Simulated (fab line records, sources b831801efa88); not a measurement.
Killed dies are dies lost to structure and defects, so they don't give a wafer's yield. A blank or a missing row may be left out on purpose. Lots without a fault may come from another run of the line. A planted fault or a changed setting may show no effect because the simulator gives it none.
A struck lot beside a sound one | flow sky130 | 30 steps out of a route of 708
Sound: wafers L997.4, L997.5, L997.6. Struck: wafers L109.1, L109.2, L109.6. The cause comes at the end.
At each step with rows: each side's tool, then ch and its chambers, then its first start. Under that, the readings that differ: sound wafers | struck wafers | difference of the means | sigmas: that difference in standard deviations of wafers without a fault.
alike: readings whose means differ by less than 2 such deviations, and words and numbers that are the same on both sides. not compared: withheld readings, readings that some wafer has no value for, bounds like >300 that may hide the same value, and numbers for which the record gives no deviation and whose values overlap.
The two part at a step that has a row with sigmas, a row that says differs or no value, or rows on one side only. Numbers that don't overlap but have no deviation are shown without sigmas and don't part them. A reading that every wafer of one side lacks parts them only if that side has two wafers or more.

SKY_PWDE_STRIP_09: strips in O2/N2.
  sound on plasma_asher-04 ch 0,1, day 4 17:40; struck on plasma_asher-02 ch 0,1, day 6 22:20
  alike: drypump_motor_current_A, oes_product_au, strip_time_to_endpoint_s
  not compared: rf_hours_counter_h
SKY_PWDE_TW_MEAS_10:
  sound on film_metro-03, day 4 17:46; struck on film_metro-01, day 6 22:26
  alike: PWDE_TW
then, 7 steps without rows for these wafers: SKY_NWELL_DEHYDRATE_03 (time 60 s); SKY_NWELL_HMDS_04 (prime time 60 s); SKY_NWELL_COAT_05 (resist thk 3000 nm); SKY_NWELL_SOFTBAKE_06; SKY_NWELL_EXPOSE_07 (exposes mask NWM, target cd 840 nm); SKY_NWELL_PEB_08; SKY_NWELL_DEVELOP_09 (develop time 60 s).
SKY_NWELL_OVL_MEAS_10:
  sound on overlay-02, day 5 11:13; struck on overlay-01, day 7 17:06
  alike: NWELL_00_OVL
then, 2 steps without rows for these wafers: SKY_NWELL_IMPLANT_11; SKY_NWELL_IMPLANT_12.
SKY_NWELL_IMPLANT_13:
  sound on implanter-02 ch 0, day 5 11:37; struck on implanter-04 ch 0, day 7 17:26
  reading            | sound                         | struck                        | difference | sigmas
  dose_ions_cm2      | 7.007e+11 6.992e+11 6.998e+11 | 4.695e+11 4.683e+11 4.691e+11 | -2.309e+11 | -99 or more
  faraday_current_uA | 3.82 3.97 3.98                | 2.62 2.58 2.69                | -1.29      | -15
  alike: beam_energy_keV
SKY_NWELL_STRIP_14: strips in O2/N2.
  sound on plasma_asher-03 ch 0,1, day 5 11:43; struck on plasma_asher-01 ch 0,1, day 7 17:35
  reading                     | sound       | struck      | difference | sigmas
  drypump_motor_current_A (A) | 5.5 5.4 5.5 | 5.8 6.3 6.3 | +0.7       | +2
  alike: oes_product_au, strip_time_to_endpoint_s
  not compared: rf_hours_counter_h
SKY_NWELL_TW_MEAS_15:
  sound on film_metro-03, day 5 11:49; struck on film_metro-03, day 7 17:41
  alike: NWELL_TW
then, 7 steps without rows for these wafers: SKY_NWELL_DEHYDRATE_16 (time 60 s); SKY_NWELL_HMDS_17 (prime time 60 s); SKY_NWELL_COAT_18 (resist thk 3000 nm); SKY_NWELL_SOFTBAKE_19; SKY_NWELL_EXPOSE_20 (exposes mask NWM COMPLEMENT, target cd 840 nm); SKY_NWELL_PEB_21; SKY_NWELL_DEVELOP_22 (develop time 60 s).
SKY_NWELL_OVL_MEAS_23:
  sound on overlay-01, day 6 05:31; struck on overlay-01, day 8 12:12
  alike: NWELL_01_OVL
then, 1 step without rows for these wafers: SKY_NWELL_IMPLANT_24.
SKY_NWELL_STRIP_25: strips in O2/N2.
  sound on plasma_asher-03 ch 0,1, day 6 05:43; struck on plasma_asher-01 ch 0,1, day 8 12:23
  alike: drypump_motor_current_A, oes_product_au, strip_time_to_endpoint_s
  not compared: rf_hours_counter_h
SKY_NWELL_TW_MEAS_26:
  sound on film_metro-01, day 6 05:49; struck on film_metro-03, day 8 12:29
  reading    | sound       | struck      | difference | sigmas
  NWELL_2_TW | 502 502 501 | 489 493 492 | -10        | -2
then, 1 step without rows for these wafers: SKY_NWELL_CLEAN_27 (cleans in SC1/SC2, time 150 s).
SKY_NWELL_RTA_28: time 30 s.
  sound on rtp_anneal-01 ch 0, day 6 05:56; struck on rtp_anneal-02 ch 0, day 8 12:36
  alike: lamp_power_pct, wafer_temp_C_max
SKY_NWELL_RS_MEAS_29: measures by four-point-probe.
  sound on film_metro-02, day 6 06:03; struck on film_metro-01, day 8 12:42
  reading           | sound             | struck            | difference | sigmas
  NWELL_RS (ohm/sq) | 622.6 622.9 622.4 | 631.5 631.6 633.6 | +9.6       | +6
-- the record jumps here: 41 days lie between the struck wafers' starts before and after (it left off in module NWELL and takes up again in module PAD_OPEN, whose first step shown is number 708 of the route) --
SKY_PAD_OPEN_PROBE_99:
  sound on prober-02, day 46 15:43; struck on prober-01, day 49 07:36
  reading                                   | sound                         | struck                        | difference | sigmas
  killed_at_M0_to_M3                        | 36 39 45                      | 53 50 61                      | +15        | +2
  model.etest.nfet_16v.r_on_ohm_um          | 1.371e+04 1.384e+04 1.384e+04 | 1.456e+04 1.442e+04 1.444e+04 | +6.767e+02 |
  model.etest.pfet_g5v0d10v5.r_on_ohm_um    | 4775 4755 4795                | 4585 4618 4579                | -181       |
  model.etest.tip_p_5v.rs_ohm_sq            | 2896 2876 2886                | 2819 2828 2820                | -64        |
  model.etest.pfet_g5v0d10v5.drive_ua_um    | 339.1 343.4 334.5             | 360.7 356.9 356.6             | +19.1      |
  model.etest.pfet_01v8_lvt.drive_ua_um     | 171.2 174.2 173.2             | 184.3 183 186.1               | +11.6      |
  model.etest.pfet_g5v0d10v5.off_log10_a_um | -12.93 -12.92 -13.01          | -10.93 -11.14 -11.18          | +1.87      |
  model.etest.pfet_01v8_lvt.off_log10_a_um  | -9.05 -8.979 -9.007           | -7.729 -7.815 -7.651          | +1.280     |
  model.etest.pfet_g5v0d10v5.vt_sat_v (V)   | -0.6709 -0.6782 -0.6764       | -0.4773 -0.4956 -0.515        | +0.1792    |
  alike: killed_at_M4_up, killed_at_contacts, killed_at_front_end, killed_at_other, killed_dies, killed_on_rim, killed_open, killed_short

WHERE THEY PART
First at SKY_NWELL_IMPLANT_13; last, within this record, at SKY_PAD_OPEN_PROBE_99.

WHY: what the simulator had put in
Process parameter drift: implanter-04, from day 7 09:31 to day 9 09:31, at SKY_NWELL_IMPLANT_13. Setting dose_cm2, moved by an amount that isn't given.
